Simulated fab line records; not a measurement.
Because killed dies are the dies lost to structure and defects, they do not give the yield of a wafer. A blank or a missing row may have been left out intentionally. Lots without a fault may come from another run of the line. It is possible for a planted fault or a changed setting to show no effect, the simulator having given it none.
fab line records | flow gf180mcu
record: lots: 5 | wafers: 23
route steps=602 shown HV_LDD@190 PSD@250 SAB@264 SALICIDE@281
start-h: hours from the record's first day to the start of the lot's first wafer shown | wait-h: hours elapsed since this lot's preceding step | " identical to the entry in the row above | L1.1+2: a single row standing in for several wafers | - no value present, or no start provided | * or withheld: withheld | < > ~ a bound
route shown NAME@n: names a module that has steps shown in the file, with the first one's number in the route | usual: the fault-free wafers' mean and standard deviation | same: alike in all rows | chamber/n: place in a boat | sites: readings site by site | _std_site: how widely they spread, as a standard deviation | _edge_site: mean of outer sites minus mean of inner sites | radius-mm: for every site, how far away it sits from the centre of the wafer | mask NAME#n: copy n | behind: the most recent tool/chamber to have shaped the wafer | hold: the reason the lot was held/the length of the hold in hours/how it ended | device: transistor that didn't switch, given as n, p or np | end of line: the tests these same wafers got at the end of their route | a step given without rows: its recipe and nothing more | killed: the dies lost at the first sort to structure and to defects; this is not the yield of the wafer | map: a wafer's dies, x killed, . not, _ none there
set.NAME: the setting as run; set.NAME@STEP: as run at that earlier step | model.NAME: the simulator's own value behind a step, which no gauge read
lots run with intentionally changed settings; tables by step, rows by wafer
== steps ==
step: GF_HV_LDD_COAT_14
recipe: resist: NOVOLAK | spin-rpm: 3000 | resist-thk-nm: 1000
lot.wafer | tool           | chamber | start-h | wait-h | set.resist-thk-nm | model.NOVOLAK_of_HV_LDD_COAT_14.thk-nm
L075.1+6  | litho-track-01 | 0       | 225.52  | 0.1    | 1041              | 1042
L075.2    | "              | 0       | "       | "      | 1041              | 1040
L075.4+5  | "              | 0       | "       | "      | 1000              | 1000
L082.1    | litho-track-03 | 0       | 292.51  | 0.1    | 1027              | 1028
L082.2    | "              | 0       | "       | "      | 1000              | 1002
L082.3    | "              | 0       | "       | "      | 1027              | 1031
L082.4    | "              | 0       | "       | "      | 1000              | 998.1
L082.5    | "              | 0       | "       | "      | 1027              | 1025
L083.2    | litho-track-03 | 0       | 299.44  | 0.1    | 1000              | 1001
L083.3    | "              | 0       | "       | "      | 1000              | 997.9
L083.4    | "              | 0       | "       | "      | 1000              | 997.1
L084.1    | litho-track-03 | 0       | 306.06  | 0.1    | 1000              | 999.4
L084.2    | "              | 0       | "       | "      | 1000              | 998.9
L084.3    | "              | 0       | "       | "      | 1000              | 995.4
L084.4    | "              | 0       | "       | "      | 1000              | 995.1
L084.5    | "              | 0       | "       | "      | 1000              | 998.8
L085.1    | litho-track-03 | 0       | 315.76  | 0.1    | 1039              | 1039
L085.2    | "              | 0       | "       | "      | 1000              | 1003
L085.3    | "              | 0       | "       | "      | 1039              | 1040
L085.4    | "              | 0       | "       | "      | 1000              | 1002
L085.6    | "              | 0       | "       | "      | 1000              | 1001
step: GF_HV_LDD_IMPLANT_21
recipe: species: BF2 | energy-kev: 25 | dose-cm2: 5e+13 | tilt-deg: 7
lot.wafer      | tool         | chamber | start-h | wait-h | set.energy-kev | model.implant.rp-nm | model.implant.drp-nm
L075.1+2+4+5+6 | implanter-01 | 0       | 235.33  | 0.0    | 25             | 21.07               | 11.41
L082.1+2+3+4+5 | implanter-03 | 0       | 302.42  | 0.0    | 25             | 20.85               | 11.41
L083.2+3+4     | implanter-02 | 0       | 309.84  | 0.0    | 25             | 20.1                | 11.41
L084.1+2+4     | implanter-01 | 0       | 316.82  | 0.0    | 26.31          | 21.19               | 11.83
L084.3+5       | "            | 0       | "       | "      | 25             | 20.34               | 11.41
L085.1+6       | implanter-03 | 0       | 326.57  | 0.0    | 25.64          | 20.65               | 11.62
L085.2+3+4     | "            | 0       | "       | "      | 25             | 20.23               | 11.41
step: GF_HV_LDD_STRIP_22
recipe: chemistry: O2/N2 | power-w: 1400 | pressure-mtorr: 1500 | platen-temp-c: 250 | o2-flow-sccm: 3000 | n2-flow-sccm: 300 | overash-fraction: 0.5
usual: strip-time-to-endpoint-s: 12.612/0.027
lot.wafer | tool            | chamber | start-h | wait-h | set.resist-thk-nm@HV_LDD_COAT_14 | strip-time-to-endpoint-s
L075.1    | plasma-asher-03 | 1       | 235.48  | 0.1    | 1041                             | 13.042
L075.2    | "               | 0       | "       | "      | 1041                             | 13.028
L075.4    | "               | 0       | "       | "      | 1000                             | 12.628
L075.5    | "               | 1       | "       | "      | 1000                             | 12.630
L075.6    | "               | 0       | "       | "      | 1041                             | 13.054
L082.1    | plasma-asher-03 | 0       | 302.72  | 0.2    | 1027                             | 12.899
L082.2    | "               | 1       | "       | "      | 1000                             | 12.643
L082.3    | "               | 0       | "       | "      | 1027                             | 12.923
L082.4    | "               | 1       | "       | "      | 1000                             | 12.603
L082.5    | "               | 1       | "       | "      | 1027                             | 12.867
L083.2    | plasma-asher-02 | 0       | 309.97  | 0.1    | 1000                             | 12.641
L083.3    | "               | 0       | "       | "      | 1000                             | 12.608
L083.4    | "               | 1       | "       | "      | 1000                             | 12.600
L084.1    | plasma-asher-03 | 0       | 316.97  | 0.1    | 1000                             | 12.617
L084.2    | "               | 1       | "       | "      | 1000                             | 12.605
L084.3    | "               | 1       | "       | "      | 1000                             | 12.581
L084.4    | "               | 0       | "       | "      | 1000                             | 12.568
L084.5    | "               | 1       | "       | "      | 1000                             | 12.603
L085.1    | plasma-asher-02 | 1       | 326.72  | 0.1    | 1039                             | 13.012
L085.2    | "               | 0       | "       | "      | 1000                             | 12.656
L085.3    | "               | 1       | "       | "      | 1039                             | 13.026
L085.4    | "               | 0       | "       | "      | 1000                             | 12.654
L085.6    | "               | 1       | "       | "      | 1000                             | 12.635
step: GF_HV_LDD_IMPLANT_33
recipe: species: P | energy-kev: 60 | dose-cm2: 7.5e+12 | tilt-deg: 30 | rotation-deg: 0
lot.wafer  | tool         | chamber | start-h | wait-h | set.dose-cm2
L075.1+2   | implanter-01 | 0       | 253.83  | 0.0    | 6.993e+12
L075.4+5+6 | "            | 0       | "       | "      | 7.5e+12
L082.1+2+4 | implanter-01 | 0       | 323.74  | 0.0    | 7.5e+12
L082.3+5   | "            | 0       | "       | "      | 8.542e+12
L083.2+3+4 | implanter-03 | 0       | 330.97  | 0.0    | 7.5e+12
L084.1+2+5 | implanter-01 | 0       | 337.52  | 0.0    | 6.359e+12
L084.3+4   | "            | 0       | "       | "      | 7.5e+12
L085.1+2+6 | implanter-02 | 0       | 347.42  | 0.0    | 8.154e+12
L085.3+4   | "            | 0       | "       | "      | 7.5e+12
step: GF_HV_LDD_IMPLANT_48
recipe: species: B | energy-kev: 25 | dose-cm2: 3e+13 | tilt-deg: 7
lot.wafer  | tool         | chamber | start-h | wait-h | set.energy-kev
L075.1+4+5 | implanter-01 | 0       | 273.67  | 0.0    | 25
L075.2+6   | "            | 0       | "       | "      | 25.85
L082.1+4   | implanter-01 | 0       | 345.34  | 0.0    | 25
L082.2+3+5 | "            | 0       | "       | "      | 25.56
L083.2+3+4 | implanter-02 | 0       | 352.47  | 0.0    | 25
L084.1+4+5 | implanter-02 | 0       | 359.92  | 0.0    | 25.82
L084.2+3   | "            | 0       | "       | "      | 25
L085.1+2+4 | implanter-03 | 0       | 369.99  | 0.0    | 25.95
L085.3+6   | "            | 0       | "       | "      | 25
step: GF_HV_LDD_STRIP_49
recipe: chemistry: O2/N2 | power-w: 1400 | pressure-mtorr: 1500 | platen-temp-c: 250 | o2-flow-sccm: 3000 | n2-flow-sccm: 300 | overash-fraction: 0.5
step: GF_HV_LDD_CLEAN_51
recipe: chemistry: SC1/SC2 | mix: 1:4:20 | temp-c: 70 | time-s: 150 | dry: n2-spin
step: GF_HV_LDD_RTA_52
recipe: temp-c: 1000 | time-s: 10 | ambient: N2
step: GF_HV_LDD_RS_MEAS_53
recipe: thk-meas-gauge: four-point-probe
usual: HV_LDD_RS: 417.1/1.2
lot.wafer | tool          | chamber | start-h | wait-h | set.dose-cm2@HV_LDD_IMPLANT_33 | HV_LDD_RS[ohm/sq]
L075.1    | film-metro-04 | -       | 274.10  | 0.1    | 6.993e+12                      | 418.3
L075.2    | "             | -       | "       | "      | 6.993e+12                      | 416.8
L075.4    | "             | -       | "       | "      | 7.5e+12                        | 417.2
L075.5    | "             | -       | "       | "      | 7.5e+12                        | 416.5
L075.6    | "             | -       | "       | "      | 7.5e+12                        | 416.4
L082.1    | film-metro-03 | -       | 345.84  | 0.1    | 7.5e+12                        | 416.5
L082.2    | "             | -       | "       | "      | 7.5e+12                        | 416.6
L082.3    | "             | -       | "       | "      | 8.542e+12                      | 414.0
L082.4    | "             | -       | "       | "      | 7.5e+12                        | 416.0
L082.5    | "             | -       | "       | "      | 8.542e+12                      | 412.8
L083.2    | film-metro-04 | -       | 352.90  | 0.1    | 7.5e+12                        | 417.1
L083.3    | "             | -       | "       | "      | 7.5e+12                        | 416.6
L083.4    | "             | -       | "       | "      | 7.5e+12                        | 415.3
L084.1    | film-metro-04 | -       | 360.35  | 0.1    | 6.359e+12                      | 422.4
L084.2    | "             | -       | "       | "      | 6.359e+12                      | 421.6
L084.3    | "             | -       | "       | "      | 7.5e+12                        | 418.0
L084.4    | "             | -       | "       | "      | 7.5e+12                        | 417.6
L084.5    | "             | -       | "       | "      | 6.359e+12                      | 421.4
L085.1    | film-metro-02 | -       | 370.42  | 0.1    | 8.154e+12                      | 417.7
L085.2    | "             | -       | "       | "      | 8.154e+12                      | 415.5
L085.3    | "             | -       | "       | "      | 7.5e+12                        | 417.7
L085.4    | "             | -       | "       | "      | 7.5e+12                        | 418.4
L085.6    | "             | -       | "       | "      | 8.154e+12                      | 417.1
step: GF_HV_LDD_CVD_56
recipe: material: Si3N4 | precursor: DCS/NH3 | target-thk-nm: 90 | temp-c: 770 | time-s: 1543 | pressure-mtorr: 250
lot.wafer      | tool     | chamber | start-h | wait-h | set.time-s
L075.1+2+4+5+6 | -        | -       | -       | 0.1    | 1386
L082.1+2+3+4+5 | -        | -       | -       | 0.1    | 1330
L083.2+3+4     | lpcvd-02 | 1       | 354.08  | 0.0    | 1543
L084.1+2+3+4+5 | -        | -       | -       | 0.1    | 1543
L085.1+2+3+4+6 | -        | -       | -       | 0.1    | 1729
step: GF_HV_LDD_ETCHBACK_58
recipe: chemistry: CH3F/O2 | target: Si3N4 | stop-on: SiO2 | source-w: 400 | bias-w: 80 | pressure-mtorr: 25 | ch3f-flow-sccm: 40 | O2_flow_sccm: 30 | time-s: 100 | target-depth-a: 900
usual: oes-product-au: 0.845/0.006
lot.wafer | tool        | chamber | start-h | wait-h | set.time-s@HV_LDD_CVD_56 | oes-product-au
L075.1    | rie-diel-01 | 0       | 277.84  | 0.1    | 1386                     | 0.796
L075.2    | "           | 2       | "       | "      | 1386                     | 0.796
L075.4    | "           | 3       | "       | "      | 1386                     | 0.800
L075.5    | "           | 1       | "       | "      | 1386                     | 0.797
L075.6    | "           | 0       | "       | "      | 1386                     | 0.806
L082.1    | rie-diel-02 | 2       | 348.53  | 0.1    | 1330                     | 0.774
L082.2    | "           | 0       | "       | "      | 1330                     | 0.778
L082.3    | "           | 3       | "       | "      | 1330                     | 0.778
L082.4    | "           | 3       | "       | "      | 1330                     | 0.782
L082.5    | "           | 0       | "       | "      | 1330                     | 0.789
L083.2    | rie-diel-01 | 3       | 355.56  | 0.0    | 1543                     | 0.860
L083.3    | "           | 2       | "       | "      | 1543                     | 0.843
L083.4    | "           | 1       | "       | "      | 1543                     | 0.864
L084.1    | rie-diel-02 | 1       | 363.04  | 0.1    | 1543                     | 0.848
L084.2    | "           | 3       | "       | "      | 1543                     | 0.851
L084.3    | "           | 2       | "       | "      | 1543                     | 0.842
L084.4    | "           | 0       | "       | "      | 1543                     | 0.842
L084.5    | "           | 3       | "       | "      | 1543                     | 0.839
L085.1    | rie-diel-03 | 2       | 373.11  | 0.1    | 1729                     | 0.905
L085.2    | "           | 1       | "       | "      | 1729                     | 0.904
L085.3    | "           | 0       | "       | "      | 1729                     | 0.906
L085.4    | "           | 3       | "       | "      | 1729                     | 0.891
L085.6    | "           | 0       | "       | "      | 1729                     | 0.902
step: GF_PSD_COAT_02
recipe: resist: NOVOLAK | spin-rpm: 3000 | resist-thk-nm: 1000
lot.wafer | tool           | chamber | start-h | wait-h | set.spin-rpm | model.NOVOLAK_of_PSD_COAT_02.thk-nm
L075.1    | litho-track-01 | 0       | 306.47  | 0.1    | 3000         | 998.9
L075.2    | "              | 0       | "       | "      | 3000         | 999.1
L075.4+6  | "              | 0       | "       | "      | 3000         | 998.4
L075.5    | "              | 0       | "       | "      | 3000         | 995.4
L082.1    | litho-track-04 | 0       | 381.34  | 0.1    | 3000         | 1003
L082.2    | "              | 0       | "       | "      | 3066         | 993.3
L082.3+4  | "              | 0       | "       | "      | 3000         | 1002
L082.5    | "              | 0       | "       | "      | 3066         | 992.6
L083.2    | litho-track-02 | 0       | 389.41  | 0.1    | 3000         | 998.5
L083.3    | "              | 0       | "       | "      | 3000         | 999
L083.4    | "              | 0       | "       | "      | 3000         | 996.5
L084.1    | litho-track-02 | 0       | 396.73  | 0.1    | 3000         | 992.4
L084.2    | "              | 0       | "       | "      | 2789         | 1034
L084.3    | "              | 0       | "       | "      | 3000         | 1001
L084.4    | "              | 0       | "       | "      | 3000         | 994.5
L084.5    | "              | 0       | "       | "      | 2789         | 1031
L085.1    | litho-track-02 | 0       | 406.78  | 0.1    | 3000         | 994.6
L085.2    | "              | 0       | "       | "      | 3000         | 998.1
L085.3    | "              | 0       | "       | "      | 3000         | 992.3
L085.4    | "              | 0       | "       | "      | 3000         | 996.7
L085.6    | "              | 0       | "       | "      | 3000         | 999.4
step: GF_PSD_EXPOSE_04
recipe: mask-id: Pplus | target-cd-nm: 400 | na: 0.6 | source-shape: conventional | sigma-outer: 0.6 | dose-mj: 140
lot.wafer      | tool             | chamber | start-h | wait-h | mask    | set.dose-mj
L075.1+2+4+5+6 | iline-stepper-02 | 0       | -       | -      | Pplus#0 | 140
L082.1+2+3+4+5 | iline-stepper-02 | 0       | -       | -      | Pplus#0 | 140
L083.2+3+4     | iline-stepper-01 | 0       | -       | -      | Pplus#0 | 140
L084.1+2+3+4+5 | iline-stepper-01 | 0       | -       | -      | Pplus#0 | 140
L085.1+4       | iline-stepper-01 | 0       | -       | -      | Pplus#0 | 147.6
L085.2+3+6     | "                | 0       | "       | "      | Pplus#0 | 140
step: GF_PSD_PEB_05
recipe: temp-c: withheld | time-s: * | resist: NOVOLAK
step: GF_PSD_DEVELOP_06
recipe: develop-time-s: 60 | dev-temp-c: 23
step: GF_PSD_IMPLANT_09
recipe: species: BF2 | energy-kev: 40.42 | dose-cm2: 1.5e+15 | tilt-deg: 7
step: GF_PSD_STRIP_10
recipe: chemistry: O2/N2 | power-w: 1400 | pressure-mtorr: 1500 | platen-temp-c: 250 | o2-flow-sccm: 3000 | n2-flow-sccm: 300 | overash-fraction: 0.5
usual: strip-time-to-endpoint-s: 16.56/0.047
lot.wafer | tool            | chamber | start-h | wait-h | set.spin-rpm@PSD_COAT_02 | strip-time-to-endpoint-s
L075.1    | plasma-asher-03 | 1       | 317.89  | 0.1    | 3000                     | 16.58
L075.2    | "               | 0       | "       | "      | 3000                     | 16.58
L075.4    | "               | 0       | "       | "      | 3000                     | 16.56
L075.5    | "               | 0       | "       | "      | 3000                     | 16.53
L075.6    | "               | 1       | "       | "      | 3000                     | 16.56
L082.1    | plasma-asher-04 | 1       | 393.14  | 0.1    | 3000                     | 16.61
L082.2    | "               | 0       | "       | "      | 3066                     | 16.51
L082.3    | "               | 0       | "       | "      | 3000                     | 16.58
L082.4    | "               | 1       | "       | "      | 3000                     | 16.61
L082.5    | "               | 0       | "       | "      | 3066                     | 16.49
L083.2    | plasma-asher-03 | 0       | 401.12  | 0.1    | 3000                     | 16.55
L083.3    | "               | 0       | "       | "      | 3000                     | 16.57
L083.4    | "               | 1       | "       | "      | 3000                     | 16.54
L084.1    | plasma-asher-04 | 0       | 408.99  | 0.1    | 3000                     | 16.48
L084.2    | "               | 1       | "       | "      | 2789                     | 16.96
L084.3    | "               | 0       | "       | "      | 3000                     | 16.57
L084.4    | "               | 1       | "       | "      | 3000                     | 16.51
L084.5    | "               | 0       | "       | "      | 2789                     | 16.91
L085.1    | plasma-asher-04 | 1       | 418.84  | 0.1    | 3000                     | 16.50
L085.2    | "               | 0       | "       | "      | 3000                     | 16.52
L085.3    | "               | 0       | "       | "      | 3000                     | 16.46
L085.4    | "               | 1       | "       | "      | 3000                     | 16.52
L085.6    | "               | 1       | "       | "      | 3000                     | 16.55
step: GF_SAB_CVD_00
recipe: material: SiO2 | target-thk-nm: 50 | precursor: TEOS | temp-c: 400 | time-s: 4.9302 | rf-w: 600
lot.wafer | tool     | chamber | start-h | wait-h | set.time-s | model.SiO2_of_SAB_CVD_00.thk-nm
L075.1    | pecvd-02 | 1       | 318.44  | 0.1    | 4.9302     | 49.45
L075.2    | "        | 2       | "       | "      | 4.9302     | 49.35
L075.4    | "        | 0       | "       | "      | 4.9302     | 50.45
L075.5    | "        | 1       | "       | "      | 4.9302     | 50.09
L075.6    | "        | 2       | "       | "      | 4.9302     | 50.01
L082.1    | pecvd-01 | 2       | 393.67  | 0.1    | 4.9302     | 48.06
L082.2    | "        | 1       | "       | "      | 5.472      | 54.82
L082.3    | "        | 0       | "       | "      | 4.9302     | 49.64
L082.4    | "        | 1       | "       | "      | 5.472      | 54.96
L082.5    | "        | 0       | "       | "      | 5.472      | 56.1
L083.2    | pecvd-02 | 1       | 401.67  | 0.1    | 4.9302     | 50.77
L083.3    | "        | 0       | "       | "      | 4.9302     | 50.63
L083.4    | "        | 0       | "       | "      | 4.9302     | 51.11
L084.1    | pecvd-02 | 1       | 409.52  | 0.1    | 4.9302     | 50.95
L084.2    | "        | 0       | "       | "      | 4.287      | 43.37
L084.3    | "        | 2       | "       | "      | 4.287      | 43.43
L084.4    | "        | 1       | "       | "      | 4.9302     | 51.7
L084.5    | "        | 0       | "       | "      | 4.287      | 44.46
L085.1    | pecvd-02 | 1       | 419.38  | 0.1    | 4.292      | 44.43
L085.2    | "        | 2       | "       | "      | 4.292      | 42.9
L085.3    | "        | 0       | "       | "      | 4.9302     | 50.54
L085.4    | "        | 2       | "       | "      | 4.9302     | 50.32
L085.6    | "        | 1       | "       | "      | 4.9302     | 51.79
step: GF_SAB_THK_MEAS_01
recipe: reads: SiO2_of_SAB_CVD_00
usual: SAB_CVD_00_THK: 50.2/0.7
lot.wafer | tool          | chamber | start-h | wait-h | set.time-s@SAB_CVD_00 | SAB_CVD_00_THK[nm]
L075.1    | film-metro-03 | -       | 318.46  | 0.0    | 4.9302                | 49.4
L075.2    | "             | -       | "       | "      | 4.9302                | 49.3
L075.4    | "             | -       | "       | "      | 4.9302                | 50.4
L075.5    | "             | -       | "       | "      | 4.9302                | 50.1
L075.6    | "             | -       | "       | "      | 4.9302                | 50.0
L082.1    | film-metro-02 | -       | 393.73  | 0.1    | 4.9302                | 48.1
L082.2    | "             | -       | "       | "      | 5.472                 | 54.8
L082.3    | "             | -       | "       | "      | 4.9302                | 49.6
L082.4    | "             | -       | "       | "      | 5.472                 | 55.0
L082.5    | "             | -       | "       | "      | 5.472                 | 56.1
L083.2    | film-metro-03 | -       | 401.70  | 0.0    | 4.9302                | 50.8
L083.3    | "             | -       | "       | "      | 4.9302                | 50.6
L083.4    | "             | -       | "       | "      | 4.9302                | 51.1
L084.1    | film-metro-02 | -       | 409.54  | 0.0    | 4.9302                | 51.0
L084.2    | "             | -       | "       | "      | 4.287                 | 43.4
L084.3    | "             | -       | "       | "      | 4.287                 | 43.4
L084.4    | "             | -       | "       | "      | 4.9302                | 51.7
L084.5    | "             | -       | "       | "      | 4.287                 | 44.4
L085.1    | film-metro-01 | -       | 419.40  | 0.0    | 4.292                 | 44.4
L085.2    | "             | -       | "       | "      | 4.292                 | 42.9
L085.3    | "             | -       | "       | "      | 4.9302                | 50.5
L085.4    | "             | -       | "       | "      | 4.9302                | 50.3
L085.6    | "             | -       | "       | "      | 4.9302                | 51.8
step: GF_SAB_DEVELOP_08
recipe: develop-time-s: 60 | dev-temp-c: 23
lot.wafer  | tool           | chamber | start-h | wait-h | set.develop-time-s
L075.1+5   | litho-track-01 | 0       | 338.57  | 0.1    | 60
L075.2+4+6 | "              | 0       | "       | "      | 54.91
L082.1+3+5 | litho-track-02 | 0       | 416.98  | 0.1    | 60
L082.2+4   | "              | 0       | "       | "      | 64.97
L083.2+3+4 | litho-track-02 | 0       | 425.06  | 0.1    | 60
L084.1+5   | litho-track-02 | 0       | 432.93  | 0.1    | 57.52
L084.2+3+4 | "              | 0       | "       | "      | 60
L085.1+2+6 | litho-track-02 | 0       | 442.68  | 0.1    | 60
L085.3+4   | "              | 0       | "       | "      | 55.49
step: GF_SAB_CD_MEAS_09
recipe: target-cd-nm: 420
usual: cd-nm: 419.3/1.9
lot.wafer | tool      | chamber | start-h | wait-h | set.develop-time-s@SAB_DEVELOP_08 | cd-nm
L075.1    | cd-sem-02 | -       | 338.72  | 0.1    | 60                                | 418.3
L075.2    | "         | -       | "       | "      | 54.91                             | 427.9
L075.4    | "         | -       | "       | "      | 54.91                             | 426.6
L075.5    | "         | -       | "       | "      | 60                                | 419.8
L075.6    | "         | -       | "       | "      | 54.91                             | 423.7
L082.1    | cd-sem-01 | -       | 417.13  | 0.1    | 60                                | 420.6
L082.2    | "         | -       | "       | "      | 64.97                             | 415.1
L082.3    | "         | -       | "       | "      | 60                                | 421.0
L082.4    | "         | -       | "       | "      | 64.97                             | 414.1
L082.5    | "         | -       | "       | "      | 60                                | 422.0
L083.2    | cd-sem-01 | -       | 425.20  | 0.1    | 60                                | 421.2
L083.3    | "         | -       | "       | "      | 60                                | 420.2
L083.4    | "         | -       | "       | "      | 60                                | 421.5
L084.1    | cd-sem-01 | -       | 433.08  | 0.1    | 57.52                             | 423.2
L084.2    | "         | -       | "       | "      | 60                                | 420.6
L084.3    | "         | -       | "       | "      | 60                                | 419.1
L084.4    | "         | -       | "       | "      | 60                                | 419.2
L084.5    | "         | -       | "       | "      | 57.52                             | 422.8
L085.1    | cd-sem-02 | -       | 442.83  | 0.1    | 60                                | 417.5
L085.2    | "         | -       | "       | "      | 60                                | 420.6
L085.3    | "         | -       | "       | "      | 55.49                             | 425.2
L085.4    | "         | -       | "       | "      | 55.49                             | 426.2
L085.6    | "         | -       | "       | "      | 60                                | 419.2
step: GF_SAB_ETCH_11
recipe: chemistry: C4F8/O2/Ar | mask-material: NOVOLAK | target: SiO2 | target-depth-nm: 55 | source-w: 1448 | bias-w: 1200 | pressure-mtorr: 40 | c4f8-flow-sccm: withheld | O2_flow_sccm: 6 | Ar_flow_sccm: 300 | time-s: 8.5
lot.wafer | tool        | chamber | start-h | wait-h | set.develop-time-s@SAB_DEVELOP_08 | model.SAB.cd-nm
L075.1    | rie-diel-03 | 1       | 338.87  | 0.0    | 60                                | 419.1
L075.2    | "           | 3       | "       | "      | 54.91                             | 428.1
L075.4    | "           | 0       | "       | "      | 54.91                             | 426.5
L075.5    | "           | 1       | "       | "      | 60                                | 420
L075.6    | "           | 2       | "       | "      | 54.91                             | 424.1
L082.1    | rie-diel-04 | 1       | 417.29  | 0.0    | 60                                | 420.7
L082.2    | "           | 2       | "       | "      | 64.97                             | 415.5
L082.3    | "           | 0       | "       | "      | 60                                | 421.4
L082.4    | "           | 3       | "       | "      | 64.97                             | 414.5
L082.5    | "           | 2       | "       | "      | 60                                | 422.6
L083.2    | rie-diel-04 | 1       | 425.34  | 0.0    | 60                                | 420.9
L083.3    | "           | 2       | "       | "      | 60                                | 420
L083.4    | "           | 0       | "       | "      | 60                                | 421.7
L084.1    | rie-diel-03 | 0       | 433.24  | 0.0    | 57.52                             | 422.2
L084.2    | "           | 1       | "       | "      | 60                                | 420.2
L084.3    | "           | 2       | "       | "      | 60                                | 418.9
L084.4    | "           | 3       | "       | "      | 60                                | 419.8
L084.5    | "           | 3       | "       | "      | 57.52                             | 423
L085.1    | rie-diel-02 | 0       | 442.99  | 0.0    | 60                                | 417.6
L085.2    | "           | 3       | "       | "      | 60                                | 420.7
L085.3    | "           | 1       | "       | "      | 55.49                             | 425.1
L085.4    | "           | 2       | "       | "      | 55.49                             | 426.1
L085.6    | "           | 2       | "       | "      | 60                                | 419.4
step: GF_SALICIDE_SPUTTER_03
recipe: material: TiN | target-thk-nm: 20 | power-w: 6500 | time-s: 16.7 | chamber-pressure-pa: 0.4
lot.wafer | tool           | chamber | start-h | wait-h | set.power-w | model.TiN_of_SALICIDE_SPUTTER_03.thk-nm
L075.1    | pvd-sputter-02 | -       | 339.24  | 0.0    | 6500        | 19.82
L075.2    | "              | -       | "       | "      | 6500        | 19.95
L075.4    | "              | -       | "       | "      | 6500        | 19.94
L075.5    | "              | -       | "       | "      | 5981        | 18.01
L075.6    | "              | -       | "       | "      | 5981        | 18.42
L082.1    | pvd-sputter-02 | -       | 417.76  | 0.0    | 6500        | 19.77
L082.2    | "              | -       | "       | "      | 6500        | 20.14
L082.3    | "              | -       | "       | "      | 6752        | 20.92
L082.4    | "              | -       | "       | "      | 6500        | 19.98
L082.5    | "              | -       | "       | "      | 6752        | 21.13
L083.2    | pvd-sputter-01 | -       | 425.75  | 0.0    | 6500        | 19.8
L083.3    | "              | -       | "       | "      | 6500        | 20.17
L083.4    | "              | -       | "       | "      | 6500        | 20.18
L084.1    | pvd-sputter-01 | -       | 433.66  | 0.0    | 7241        | 22.29
L084.2    | "              | -       | "       | "      | 7241        | 22.31
L084.3    | "              | -       | "       | "      | 7241        | 21.86
L084.4    | "              | -       | "       | "      | 6500        | 19.89
L084.5    | "              | -       | "       | "      | 6500        | 19.46
L085.1    | pvd-sputter-04 | -       | 443.36  | 0.0    | 6218        | 19.38
L085.2    | "              | -       | "       | "      | 6500        | 19.92
L085.3    | "              | -       | "       | "      | 6218        | 19.44
L085.4    | "              | -       | "       | "      | 6218        | 19.15
L085.6    | "              | -       | "       | "      | 6500        | 20.12
step: GF_SALICIDE_THK_MEAS_05
recipe: thk-meas-gauge: xrf | reads: TiN_of_SALICIDE_SPUTTER_03
usual: SALICIDE_TIN_THK: 20.23/0.26
lot.wafer | tool          | chamber | start-h | wait-h | set.power-w@SALICIDE_SPUTTER_03 | SALICIDE_TIN_THK[nm]
L075.1    | film-metro-03 | -       | 339.39  | 0.1    | 6500                            | 19.93
L075.2    | "             | -       | "       | "      | 6500                            | 20.06
L075.4    | "             | -       | "       | "      | 6500                            | 20.06
L075.5    | "             | -       | "       | "      | 5981                            | 18.12
L075.6    | "             | -       | "       | "      | 5981                            | 18.49
L082.1    | film-metro-04 | -       | 417.91  | 0.1    | 6500                            | 20.03
L082.2    | "             | -       | "       | "      | 6500                            | 20.47
L082.3    | "             | -       | "       | "      | 6752                            | 21.14
L082.4    | "             | -       | "       | "      | 6500                            | 20.25
L082.5    | "             | -       | "       | "      | 6752                            | 21.51
L083.2    | film-metro-04 | -       | 425.91  | 0.1    | 6500                            | 20.15
L083.3    | "             | -       | "       | "      | 6500                            | 20.42
L083.4    | "             | -       | "       | "      | 6500                            | 20.47
L084.1    | film-metro-01 | -       | 433.80  | 0.1    | 7241                            | 22.35
L084.2    | "             | -       | "       | "      | 7241                            | 22.37
L084.3    | "             | -       | "       | "      | 7241                            | 21.97
L084.4    | "             | -       | "       | "      | 6500                            | 19.96
L084.5    | "             | -       | "       | "      | 6500                            | 19.53
L085.1    | film-metro-01 | -       | 443.50  | 0.1    | 6218                            | 19.48
L085.2    | "             | -       | "       | "      | 6500                            | 20.01
L085.3    | "             | -       | "       | "      | 6218                            | 19.46
L085.4    | "             | -       | "       | "      | 6218                            | 19.28
L085.6    | "             | -       | "       | "      | 6500                            | 20.19
== key ==
split: step: GF_HV_LDD_COAT_14 | setting: resist-thk-nm | stated: 1000 | by: wafer
response: step: GF_HV_LDD_COAT_14 | reading: model.NOVOLAK_of_HV_LDD_COAT_14.thk-nm | change: +9.91 | per: 1% | r: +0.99
response: step: GF_HV_LDD_STRIP_22 | reading: strip-time-to-endpoint-s | change: * | per: 1% | r: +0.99
split: step: GF_HV_LDD_IMPLANT_21 | setting: energy-kev | stated: 25 | by: wafer
response: step: GF_HV_LDD_IMPLANT_21 | reading: model.implant.rp-nm | change: +0.162 | per: 1% | r: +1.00
response: step: GF_HV_LDD_IMPLANT_21 | reading: model.implant.drp-nm | change: +0.0799 | per: 1% | r: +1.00
split: step: GF_HV_LDD_IMPLANT_33 | setting: dose-cm2 | stated: 7.5e+12 | by: wafer
response: step: GF_HV_LDD_RS_MEAS_53 | reading: HV_LDD_RS | change: -0.218 | per: 1% | r: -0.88
split: step: GF_HV_LDD_IMPLANT_48 | setting: energy-kev | stated: 25 | by: wafer
response none clear
split: step: GF_HV_LDD_CVD_56 | setting: time-s | stated: 1543 | by: lot
response: step: GF_HV_LDD_ETCHBACK_58 | reading: oes-product-au | change: +0.0047 | per: 1% | r: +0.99
split: step: GF_PSD_COAT_02 | setting: spin-rpm | stated: 3000 | by: wafer
response: step: GF_PSD_COAT_02 | reading: model.NOVOLAK_of_PSD_COAT_02.thk-nm | change: -5.08 | per: 1% | r: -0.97
response: step: GF_PSD_STRIP_10 | reading: strip-time-to-endpoint-s | change: * | per: 1% | r: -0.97
split: step: GF_PSD_EXPOSE_04 | setting: dose-mj | stated: 140 | by: wafer
response none clear
split: step: GF_SAB_CVD_00 | setting: time-s | stated: 4.9302 | by: wafer
response: step: GF_SAB_CVD_00 | reading: model.SiO2_of_SAB_CVD_00.thk-nm | change: +0.574 | per: 1% | r: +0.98
response: step: GF_SAB_THK_MEAS_01 | reading: SAB_CVD_00_THK | change: +0.576 | per: 1% | r: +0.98
split: step: GF_SAB_DEVELOP_08 | setting: develop-time-s | stated: 60 | by: wafer
response: step: GF_SAB_CD_MEAS_09 | reading: cd-nm | change: -0.832 | per: 1% | r: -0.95
response: step: GF_SAB_ETCH_11 | reading: model.SAB.cd-nm | change: -0.799 | per: 1% | r: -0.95
split: step: GF_SALICIDE_SPUTTER_03 | setting: power-w | stated: 6500 | by: wafer
response: step: GF_SALICIDE_SPUTTER_03 | reading: model.TiN_of_SALICIDE_SPUTTER_03.thk-nm | change: +0.215 | per: 1% | r: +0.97
response: step: GF_SALICIDE_THK_MEAS_05 | reading: SALICIDE_TIN_THK | change: +0.216 | per: 1% | r: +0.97
